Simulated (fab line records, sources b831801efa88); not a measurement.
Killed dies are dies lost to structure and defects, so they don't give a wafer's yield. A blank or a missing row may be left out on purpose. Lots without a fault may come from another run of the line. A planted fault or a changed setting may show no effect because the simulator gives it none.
Which tool did it? | flow gf180mcu | 11 lots, 33 wafers sampled, at 5 steps of a route of 602

WHAT THE GAUGES READ, wafer by wafer
GF_STI_THK_MEAS_04. Usual: STI_CVD_03_THK 207.7 nm, standard deviation 2.5.
lot  | measured    | on            | STI_CVD_03_THK (nm)                 | flag
L828 | day 1 13:34 | film_metro-02 | 209.6 208.2 208.1                   |
L829 | day 1 18:34 | film_metro-03 | 208.5 206.7 208.9                   |
L830 | day 2 02:14 | film_metro-04 | 203.8 204.5 204.4                   |
L831 | day 2 05:38 | film_metro-03 | 206.6 208.6 205.6                   |
L832 | day 2 10:33 | film_metro-04 | 205.4 205.9 206.1                   |
L837 | day 3 10:34 | film_metro-03 | 193.4 194.7 192.3 193.4 194.6 192.1 | OFF
L841 | day 4 07:34 | film_metro-02 | 202.4 201.8 202.8                   |
L843 | day 4 18:32 | film_metro-04 | 209.6 207.1 208.2                   |
L847 | day 5 13:28 | film_metro-02 | 209.6 209.3 209.3                   |
L848 | day 5 17:34 | film_metro-04 | 206.8 207.4 206.8                   |
L850 | day 6 03:34 | film_metro-02 | 205.9 206.1 205.2                   |

GF_STI_CD_MEAS_12: target cd 220 nm. Usual: cd_nm 220.0 nm, standard deviation 1.1.
lot  | measured    | on        | cd_nm (nm)        | flag
L828 | day 2 01:08 | cd_sem-02 | 220.1 221.0 219.9 |
L829 | day 2 06:04 | cd_sem-02 | 219.4 218.5 218.9 |
L830 | day 2 14:35 | cd_sem-01 | 222.2 220.9 221.9 |
L831 | day 2 17:33 | cd_sem-02 | 218.8 218.9 219.9 |
L832 | day 2 22:52 | cd_sem-01 | 221.2 220.5 221.3 |
L837 | day 3 23:37 | cd_sem-01 | 222.3 221.4 222.0 |
L841 | day 4 20:42 | cd_sem-01 | 220.8 220.9 222.5 |
L843 | day 5 08:13 | cd_sem-01 | 219.4 217.7 219.3 |
L847 | day 6 03:58 | cd_sem-01 | 221.1 219.2 220.5 |
L848 | day 6 07:59 | cd_sem-02 | 219.8 218.7 220.0 |
L850 | day 6 18:56 | cd_sem-02 | 220.5 222.2 221.8 |

GF_VT_IMPLANT_TW_MEAS_10. Usual: VT_IMPLANT_TW 564, standard deviation 5.
lot  | measured     | on            | VT_IMPLANT_TW | flag
L828 | day 5 15:23  | film_metro-03 | 565 568 568   |
L829 | day 5 19:39  | film_metro-03 | 566 568 566   |
L830 | day 6 07:03  | film_metro-03 | 567 567 569   |
L831 | day 6 10:39  | film_metro-04 | 558 555 558   |
L832 | day 6 16:32  | film_metro-01 | 572 565 570   |
L837 | day 7 23:11  | film_metro-01 | 569 565 567   |
L841 | day 9 02:16  | film_metro-01 | 569 569 571   |
L843 | day 9 12:28  | film_metro-01 | 570 568 570   |
L847 | day 10 13:17 | film_metro-03 | 569 564 564   |
L848 | day 10 18:47 | film_metro-01 | 570 569 566   |
L850 | day 11 06:41 | film_metro-03 | 563 563 563   |

WHICH TOOL RAN EACH LOT (tool, then ch and the chambers of the sampled wafers, then the start)
lot  | GF_STI_CVD_03              | GF_STI_ETCH_13
L828 | lpcvd-01 ch 1, day 1 11:34 | rie_diel-02 ch 0,2,3, day 2 01:14
L829 | lpcvd-01 ch 1, day 1 16:34 | rie_diel-04 ch 0,3, day 2 06:11
L830 | lpcvd-01 ch 1, day 1 23:14 | rie_diel-04 ch 0,1, day 2 14:41
L831 | lpcvd-01 ch 1, day 2 02:39 | rie_diel-02 ch 0,2, day 2 17:39
L832 | lpcvd-01 ch 1, day 2 07:34 | rie_diel-04 ch 1,3, day 2 22:59
L837 | lpcvd-02 ch 0, day 3 08:34 | rie_diel-04 ch 1,3, day 3 23:44
L841 | lpcvd-01 ch 0, day 4 04:34 | rie_diel-03 ch 1,2,3, day 4 20:47
L843 | lpcvd-02 ch 1, day 4 16:31 | rie_diel-02 ch 0,1,2, day 5 08:17
L847 | lpcvd-01 ch 0, day 5 11:29 | rie_diel-03 ch 0,2, day 6 04:05
L848 | lpcvd-01 ch 0, day 5 15:34 | rie_diel-02 ch 1,2, day 6 08:06
L850 | lpcvd-01 ch 1, day 6 01:34 | rie_diel-04 ch 0,1,3, day 6 19:03
- GF_STI_CVD_03: deposits Si3N4 from DCS/NH3, target thk 207.16 nm, time 3551 s.
- GF_STI_ETCH_13: etches the open film in CHF3/O2, stops on Si, target depth 282.31 nm, time 112.9 s.

WHAT THE TOOLS THEMSELVES READ (means of the sampled wafers that have a number; where no wafer has one, the mark that the record gives instead)
GF_STI_CVD_03. Usual: pressure_mtorr 250.1 mTorr, standard deviation 0.5; zone_power_top_pct 25.7 %, standard deviation 2.5; zone_power_upper_pct 13.6 %, standard deviation 0.4.
lot  | tool     | pressure_mtorr (mTorr) | zone_power_top_pct (%) | zone_power_upper_pct (%) | flag
L828 | lpcvd-01 | 249.7                  | 27.3                   | 14.3                     |
L829 | lpcvd-01 | 249.9                  | 27.2                   | 14.2                     |
L830 | lpcvd-01 | 250.4                  | 27.3                   | 14.2                     |
L831 | lpcvd-01 | 249.6                  | 27.1                   | 14.0                     |
L832 | lpcvd-01 | 250.2                  | 27.3                   | 14.3                     |
L837 | lpcvd-02 | 200.5                  | 27.4                   | 13.7                     | OFF
L841 | lpcvd-01 | 249.9                  | 27.0                   | 13.7                     |
L843 | lpcvd-02 | 250.0                  | 21.8                   | 13.1                     |
L847 | lpcvd-01 | 249.5                  | 27.0                   | 13.7                     |
L848 | lpcvd-01 | 249.9                  | 26.7                   | 13.7                     |
L850 | lpcvd-01 | 250.3                  | 27.2                   | 14.1                     |

GF_STI_ETCH_13. Usual: drypump_motor_current_A 5.9 A, standard deviation 0.34; oes_product_au 0.834 a.u., standard deviation 0.007; throttle_valve_pct 8.811 %, standard deviation 0.0089.
lot  | tool        | drypump_motor_current_A (A) | oes_product_au (a.u.) | throttle_valve_pct (%) | flag
L828 | rie_diel-02 | 6.1                         | 0.832                 | 8.817                  |
L829 | rie_diel-04 | 5.8                         | 0.834                 | 8.805                  |
L830 | rie_diel-04 | 5.8                         | 0.830                 | 8.813                  |
L831 | rie_diel-02 | 5.8                         | 0.826                 | 8.809                  |
L832 | rie_diel-04 | 5.8                         | 0.829                 | 8.801                  |
L837 | rie_diel-04 | 5.8                         | 0.804                 | 8.800                  | OFF
L841 | rie_diel-03 | 5.7                         | 0.823                 | 8.802                  |
L843 | rie_diel-02 | 5.8                         | 0.834                 | 8.808                  |
L847 | rie_diel-03 | 5.8                         | 0.837                 | 8.813                  |
L848 | rie_diel-02 | 5.5                         | 0.833                 | 8.810                  |
L850 | rie_diel-04 | 5.8                         | 0.828                 | 8.807                  |

THE ANSWER, worked out from the rows above alone
Rule: a lot is off if the mean of its wafers that have a number lies more than 3 standard deviations from the usual mean. A lot without any number at a reading at which 4 lots or more have one is off too. The other lots that the step has rows for count as sound. The gauges are gone through in route order, then the tools' own readings, and for those a lot's mean is taken as printed above. The first step at which some lot is off is used, and at that step the reading that is off furthest; a lot without a number counts as furthest.
Off: L837, at GF_STI_THK_MEAS_04 (STI_CVD_03_THK).
A tool fits if, at a process step before that reading, it ran every lot that is off, and no sound lot after the first of them. The gauges at GF_STI_THK_MEAS_04 aren't tried: what is off there is off at GF_STI_CVD_03 too, on other tools, and a gauge's error can't cause that. None of those tried fits.

WHAT THE SIMULATOR HAD PUT IN
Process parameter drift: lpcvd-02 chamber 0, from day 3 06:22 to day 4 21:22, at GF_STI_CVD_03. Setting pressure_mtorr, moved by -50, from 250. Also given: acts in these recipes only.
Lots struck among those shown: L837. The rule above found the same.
